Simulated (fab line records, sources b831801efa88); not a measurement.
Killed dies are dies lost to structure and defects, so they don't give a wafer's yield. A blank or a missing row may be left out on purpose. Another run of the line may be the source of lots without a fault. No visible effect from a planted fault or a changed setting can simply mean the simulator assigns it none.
fab line records    flow sky130
record lots=12  wafers=36  lastDay=51
route steps=708 shown LOCAL_INTERCONNECT@400 CONTACT@422 VIA2@519 VIA3@594 PAD_OPEN@708
lots untouched by any fault: they come from a run of this same line in which no faults occurred
startH: hours from the record's first day to the start of the lot's first wafer shown    waitH: hours from the lot's prior step to this one    " same as the row above    L1.1+2: one row covering several wafers at once    - no value, or no start was given    * or withheld: withheld    < > ~ a bound
route shown NAME@n: a module of which the file shows steps, and the number in the route of the first    usual: mean and standard deviation over wafers with no fault    same: alike in all rows    chamber/n: place in a boat    sites: the reading at each site    _std_site: their standard deviation    _edge_site: outer sites' mean less inner sites'    radiusMm: how far each site lies from the wafer's centre    mask NAME#n: copy n    behind: tool/chamber where the wafer was last shaped    hold: why the lot was held/for how many hours/how that ended    device: which transistor (n, p or np) failed to switch    end of line: tests run on the same wafers once the route is complete    a step without rows: its recipe alone    killed: not the wafer's yield, but the dies lost to structure and defects at the first sort    map: a wafer's dies, x killed, . not, _ none there
set.NAME: the run value of the setting; set.NAME@STEP: its run value at that earlier step    model.NAME: the simulator's own value behind a step, which no gauge read
a sample of lots followed through the steps of the route, with each step as a table and each wafer as a row
services: from which hour (startH, from the record's first day; less than 0 if before it) a tool's chamber was out of use, for how many hours, and why
## steps
# step SKY_LOCAL_INTERCONNECT_ETCH_13
# recipe chemistry=N2/H2  target=BARC  ionEnergyEv=200  biasW=100  pressureMtorr=30  n2FlowSccm=100  h2FlowSccm=200  icpW=500  stopOn=SiO2  timeS=45.9  targetDepthA=600
# usual drypumpMotorCurrentA=5.5/0.48  heBacksideLeakSccm=3.32/0.18  oesProductAu=0.855/0.0049  throttleValvePct=13.224/0.0089
lot.wafer  tool         chamber  startH  waitH  drypumpMotorCurrentA  heBacksideLeakSccm  oesProductAu  rfHoursCounterH  throttleValvePct
L895.1     rieMetal-03  1        737.62  0.0    4.7                   3.43                0.857         9                13.228
L895.3     "            1        "       "      4.7                   3.32                0.856         -                13.229
L895.6     "            1        "       "      4.7                   3.52                0.859         -                13.229
L897.3     rieMetal-04  0        750.02  0.0    5.3                   3.07                0.859         -                13.228
L897.4     "            1        "       "      5.5                   3.34                0.852         -                13.218
L897.5     "            1        "       "      5.5                   3.31                0.856         -                13.228
L896.1     rieMetal-02  0        750.49  0.0    6.1                   3.06                0.839         13               13.218
L896.4     "            1        "       "      5.6                   3.13                0.846         -                13.224
L896.5     "            1        "       "      5.6                   3.38                0.848         -                13.217
L898.1     rieMetal-02  1        760.77  0.0    5.6                   3.47                0.857         1                13.235
L898.4     "            0        "       "      6.1                   3.21                0.858         -                13.217
L898.6     "            0        "       "      6.1                   3.17                0.855         -                13.213
L899.1     rieMetal-02  0        771.24  0.0    6.1                   3.12                0.855         13               13.216
L899.5     "            1        "       "      5.6                   3.29                0.862         -                13.230
L899.6     "            0        "       "      6.1                   3.29                0.850         -                13.232
L900.4     rieMetal-02  0        778.30  0.0    6.1                   3.26                0.852         -                13.224
L900.5     "            1        "       "      5.6                   3.16                0.866         -                13.224
L900.6     "            0        "       "      6.1                   3.15                0.857         -                13.224
L901.2     rieMetal-03  1        786.62  0.0    4.7                   3.65                0.853         10               13.227
L901.3     "            0        "       "      5.9                   3.12                0.853         -                13.233
L901.4     "            1        "       "      4.7                   3.56                0.856         -                13.223
L904.4     rieMetal-03  0        817.66  0.0    5.8                   3.30                0.854         -                13.220
L904.5     "            1        "       "      4.6                   3.58                0.852         -                13.235
L904.6     "            0        "       "      5.8                   3.55                0.866         -                13.226
L905.2     rieMetal-02  1        823.64  0.0    5.6                   3.37                0.851         3                13.207
L905.3     "            1        "       "      5.6                   3.11                0.854         -                13.223
L905.4     "            0        "       "      6.1                   3.29                0.849         -                13.211
L915.1     rieMetal-03  1        891.82  0.0    4.6                   3.50                0.857         14               13.204
L915.3     "            0        "       "      5.9                   3.31                0.861         -                13.231
L915.6     "            1        "       "      4.7                   3.47                0.849         -                13.224
L916.4     rieMetal-04  1        898.15  0.0    5.5                   3.24                0.850         -                13.224
L916.5     "            0        "       "      5.3                   3.25                0.861         -                13.221
L916.6     "            1        "       "      5.5                   3.32                0.853         -                13.223
L918.2     rieMetal-03  0        907.06  0.0    5.8                   3.18                0.865         17               13.214
L918.3     "            0        "       "      5.8                   3.27                0.860         -                13.210
L918.5     "            1        "       "      4.7                   3.47                0.860         -                13.219
# step SKY_CONTACT_ETCH_16
# recipe chemistry=N2/H2  target=BARC  ionEnergyEv=200  sourceW=500  biasW=100  pressureMtorr=30  n2FlowSccm=100  h2FlowSccm=200  stopOn=SiO2  timeS=45.9  targetDepthA=600
# usual drypumpMotorCurrentA=5.9/0.49  oesProductAu=0.854/0.0047  throttleValvePct=13.223/0.0087
lot.wafer  tool        chamber  startH  waitH  drypumpMotorCurrentA  oesProductAu  rfHoursCounterH  throttleValvePct
L895.1     rieDiel-02  2        770.66  0.0    6.4                   0.849         6                13.224
L895.3     "           3        "       "      5.3                   0.849         7                13.229
L895.6     "           2        "       "      6.4                   0.850         -                13.226
L897.3     rieDiel-02  1        781.85  0.0    5.7                   0.857         1                13.235
L897.4     "           0        "       "      5.3                   0.845         9                13.210
L897.5     "           0        "       "      5.3                   0.859         -                13.225
L896.1     rieDiel-01  1        781.87  0.0    5.8                   0.860         19               13.206
L896.4     "           3        "       "      6.3                   0.855         7                13.221
L896.5     "           0        "       "      5.9                   0.853         -                13.236
L898.1     rieDiel-02  2        790.97  0.0    6.4                   0.865         6                13.228
L898.4     "           1        "       "      5.6                   0.855         1                13.223
L898.6     "           1        "       "      5.7                   0.849         -                13.237
L899.1     rieDiel-01  3        801.16  0.0    6.3                   0.854         8                13.228
L899.5     "           2        "       "      6.2                   0.854         -                13.213
L899.6     "           1        "       "      5.7                   0.852         -                13.218
L900.4     rieDiel-02  0        806.70  0.0    5.3                   0.872         9                13.226
L900.5     "           2        "       "      6.4                   0.859         -                13.240
L900.6     "           3        "       "      5.3                   0.855         -                13.227
L901.2     rieDiel-04  2        815.05  0.0    6.5                   0.854         12               13.220
L901.3     "           1        "       "      6.5                   0.859         3                13.221
L901.4     "           2        "       "      6.5                   0.855         -                13.222
L904.4     rieDiel-04  0        845.41  0.0    6.7                   0.853         16               13.212
L904.5     "           3        "       "      4.9                   0.851         -                13.227
L904.6     "           0        "       "      6.7                   0.858         -                13.223
L905.2     rieDiel-01  3        851.68  0.0    6.3                   0.856         10               13.228
L905.3     "           0        "       "      5.9                   0.853         10               13.208
L905.4     "           3        "       "      6.3                   0.852         -                13.225
L915.1     rieDiel-02  3        918.75  0.0    5.3                   0.862         12               13.221
L915.3     "           0        "       "      5.3                   0.859         13               13.219
L915.6     "           3        "       "      5.3                   0.860         -                13.217
L916.4     rieDiel-01  3        925.52  0.0    6.3                   0.859         13               13.207
L916.5     "           3        "       "      6.3                   0.856         -                13.213
L916.6     "           2        "       "      6.2                   0.852         -                13.214
L918.2     rieDiel-01  2        933.75  0.0    6.2                   0.856         7                13.225
L918.3     "           0        "       "      5.9                   0.851         13               13.226
L918.5     "           3        "       "      6.3                   0.855         -                13.230
# step SKY_VIA2_CD_MEAS_12
# recipe targetCdNm=200
# usual cdNm=200.7/1.3
lot.wafer  tool      chamber  startH   waitH  cdNm
L895.1     cdSem-02  -        883.15   -      199.2
L895.3     "         -        "        "      198.9
L895.6     "         -        "        "      199.0
L897.3     cdSem-02  -        894.45   -      203.0
L897.4     "         -        "        "      203.9
L897.5     "         -        "        "      202.0
L896.1     cdSem-02  -        896.16   -      201.8
L896.4     "         -        "        "      202.4
L896.5     "         -        "        "      202.0
L898.1     cdSem-01  -        903.96   -      198.7
L898.4     "         -        "        "      200.3
L898.6     "         -        "        "      197.9
L899.1     cdSem-01  -        911.80   -      200.7
L899.5     "         -        "        "      198.7
L899.6     "         -        "        "      198.8
L900.4     cdSem-01  -        918.16   -      201.9
L900.5     "         -        "        "      202.9
L900.6     "         -        "        "      203.1
L901.2     cdSem-01  -        926.83   -      201.4
L901.3     "         -        "        "      199.6
L901.4     "         -        "        "      200.7
L904.4     cdSem-01  -        955.16   -      199.9
L904.5     "         -        "        "      199.6
L904.6     "         -        "        "      199.7
L905.2     cdSem-01  -        961.42   -      198.0
L905.3     "         -        "        "      197.1
L905.4     "         -        "        "      197.6
L915.1     cdSem-01  -        1022.90  -      201.7
L915.3     "         -        "        "      201.3
L915.6     "         -        "        "      200.9
L916.4     cdSem-01  -        1028.17  -      199.6
L916.5     "         -        "        "      201.2
L916.6     "         -        "        "      199.6
L918.2     cdSem-01  -        1035.42  -      200.3
L918.3     "         -        "        "      201.5
L918.5     "         -        "        "      201.5
# step SKY_VIA3_CVD_21
# recipe material=W  targetThkNm=390  timeS=117.31  tempC=400  pressureTorr=40
# usual heaterPowerW=898/90
lot.wafer  tool     chamber  startH   waitH  heaterPowerW
L895.1     cvdW-01  0        965.44   0.0    1000
L895.3     "        0        "        "      995
L895.6     "        0        "        "      992
L897.3     cvdW-02  1        974.19   0.1    869
L897.4     "        0        "        "      751
L897.5     "        0        "        "      721
L896.1     cvdW-02  1        976.88   0.0    899
L896.4     "        1        "        "      893
L896.5     "        0        "        "      745
L898.1     cvdW-01  0        984.20   0.0    1003
L898.4     "        0        "        "      1007
L898.6     "        0        "        "      1034
L899.1     cvdW-02  1        992.06   0.0    889
L899.5     "        1        "        "      908
L899.6     "        0        "        "      759
L900.4     cvdW-01  0        997.20   0.1    989
L900.5     "        0        "        "      970
L900.6     "        1        "        "      919
L901.2     cvdW-01  1        1005.04  0.0    898
L901.3     "        0        "        "      987
L901.4     "        1        "        "      881
L904.4     cvdW-01  0        1033.85  0.1    1015
L904.5     "        1        "        "      920
L904.6     "        0        "        "      1017
L905.2     cvdW-01  0        1040.22  0.0    1010
L905.3     "        0        "        "      991
L905.4     "        1        "        "      899
L915.1     cvdW-01  1        1096.00  0.0    926
L915.3     "        0        "        "      997
L915.6     "        0        "        "      1003
L916.4     cvdW-02  0        1100.66  0.1    746
L916.5     "        0        "        "      753
L916.6     "        1        "        "      925
L918.2     cvdW-02  1        1107.78  0.0    912
L918.3     "        0        "        "      734
L918.5     "        0        "        "      739
# step SKY_PAD_OPEN_PROBE_99
# usual defectLimitedYield=82.6/1.7  killed_at_M0_to_M3=43/7  killed_at_M4_up=3.1/1.5  killedAtContacts=23/4.9  killedAtFrontEnd=16/3.9  killedAtOther=0.3/0.52  killedDies=86/8.2  killedOpen=47/6.1  killedShort=38/5.8  sort_bin_3_pad_short=0.8/0.41  sort_bin_5_function=10.2/1.3  sort_bin_6_memory=6.4/1.1  sortNPass=406/8.2  sortYieldPct=82.6/1.7
# same grossDies=492  killedAtBackSide=0  sort_bin_4_leakage[%]=0  sort_bin_8_speed[%]=0
lot.wafer  tool       chamber  startH   waitH  defectLimitedYield[%]  killed_at_M0_to_M3  killed_at_M4_up  killedAtContacts  killedAtFrontEnd  killedAtOther  killedDies  killedOpen  killedShort  sort_bin_3_pad_short[%]  sort_bin_5_function[%]  sort_bin_6_memory[%]  sortNPass  sortYieldPct[%]
L904.4     prober-01  -        1167.12  0.2    73.6                   92                  4                13                20                1              130         39          34           3.5                      17.3                    5.7                   362        73.6
L904.5     prober-01  -        1167.17  0.2    72.8                   101                 4                14                15                0              134         33          36           4.3                      15.9                    7.1                   358        72.8
L904.6     prober-01  -        1167.22  0.2    76.0                   89                  1                12                15                1              118         37          25           4.5                      13.6                    5.9                   374        76.0
L905.2     prober-01  -        1175.13  0.1    73.8                   96                  1                21                11                0              129         35          34           3.9                      18.1                    4.3                   363        73.8
L905.3     prober-01  -        1175.18  0.2    76.4                   93                  3                10                10                0              116         36          32           2.4                      15.7                    5.5                   376        76.4
L905.4     prober-01  -        1175.23  0.2    70.7                   98                  2                28                16                0              144         41          32           4.1                      19.3                    5.9                   348        70.7
# killed by level:class
L904.4 VIA3:unspecified=56 VIA1:geometricParticle:open=8 POLY_GATE:geometricParticle:open=7 VIA3:geometricParticle:open=6 FIELD_ISO:geometricParticle:short=5 POLY_GATE:geometricParticle:short=5 LOCAL_INTERCONNECT:geometricParticle:short=5 METAL1:geometricParticle:short=5
L904.5 VIA3:unspecified=64 VIA1:geometricParticle:open=7 METAL1:geometricParticle:short=6 VIA2:geometricParticle:open=5 CONTACT:geometricParticle:open=4 VIA1:geometricParticle:short=4 VIA3:geometricParticle:open=4 METAL4:geometricParticle:short=4
L904.6 VIA3:unspecified=56 LI_CONTACT:geometricParticle:open=6 VIA3:geometricParticle:open=6 VIA2:geometricParticle:open=5 POLY_GATE:geometricParticle:short=4 VIA1:geometricParticle:open=4 POLY_GATE:geometricParticle:open=3 METAL1:geometricParticle:short=3
L905.2 VIA3:unspecified=59 VIA3:geometricParticle:short=9 LI_CONTACT:geometricParticle:open=8 CONTACT:geometricParticle:open=7 VIA1:geometricParticle:open=6 VIA3:geometricParticle:open=5 METAL2:geometricParticle:short=5 VIA2:geometricParticle:short=4
L905.3 VIA3:unspecified=48 VIA1:geometricParticle:open=12 METAL2:geometricParticle:short=8 VIA3:geometricParticle:open=7 VIA1:geometricParticle:short=5 VIA2:geometricParticle:open=5 FIELD_ISO:geometricParticle:short=4 LI_CONTACT:geometricParticle:open=4
L905.4 VIA3:unspecified=70 LI_CONTACT:geometricParticle:open=11 CONTACT:geometricParticle:open=8 VIA1:geometricParticle:open=6 METAL1:geometricParticle:short=5 VIA2:geometricParticle:open=5 FIELD_ISO:geometricParticle:open=4 FIELD_ISO:geometricParticle:short=4
## services
tool         chamber  startH   hours  kind
cvdW-01      -        729.16   0.2    repair
rieMetal-03  0        756.70   1.1    repair
rieMetal-03  1        760.46   7.8    repair
cvdW-01      1        762.10   5.0    repair
cvdW-01      -        808.95   1.7    repair
cvdW-02      -        826.55   6.9    pm
cvdW-01      -        836.23   2.8    pm
rieDiel-01   2        847.22   11.1   repair
cvdW-02      -        859.63   0.8    repair
rieDiel-02   1        871.97   12.6   repair
rieDiel-01   -        890.82   0.4    repair
cvdW-02      -        904.00   14.0   pm
cvdW-01      1        904.66   3.4    repair
rieMetal-02  0        925.63   8.6    repair
rieDiel-01   1        926.73   12.8   repair
rieDiel-02   -        964.50   2.2    repair
rieDiel-02   2        973.79   5.5    repair
rieMetal-03  1        979.39   12.3   repair
cvdW-01      1        980.40   10.8   repair
cvdW-01      -        986.69   6.9    pm
rieDiel-02   1        1008.17  4.5    repair
rieDiel-02   0        1019.00  6.7    repair
rieDiel-02   -        1034.17  2.2    repair
rieMetal-02  0        1052.98  8.8    repair
## key
firstSign step=SKY_PAD_OPEN_PROBE_99  reading=killed_at_M0_to_M3  direction=up  sigmas=7.4  usual=43  struck=95
effect step=SKY_PAD_OPEN_PROBE_99  reading=sort_bin_3_pad_short  direction=up  sigmas=7.2  usual=0.8  struck=3.8
metAt SKY_VIA3_CVD_21
struckLots L904,L905
notActingAt SKY_LOCAL_INTERCONNECT_ETCH_13,SKY_CONTACT_ETCH_16,SKY_VIA2_CD_MEAS_12
onsetBetween 1005.04 1033.85
fault kind=chamberParticleSource  tool=cvdW-01  chamber=-  onsetH=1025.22  steps=SKY_VIA3_CVD_21  ratePerVisitCm2=1.5567  endH=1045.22
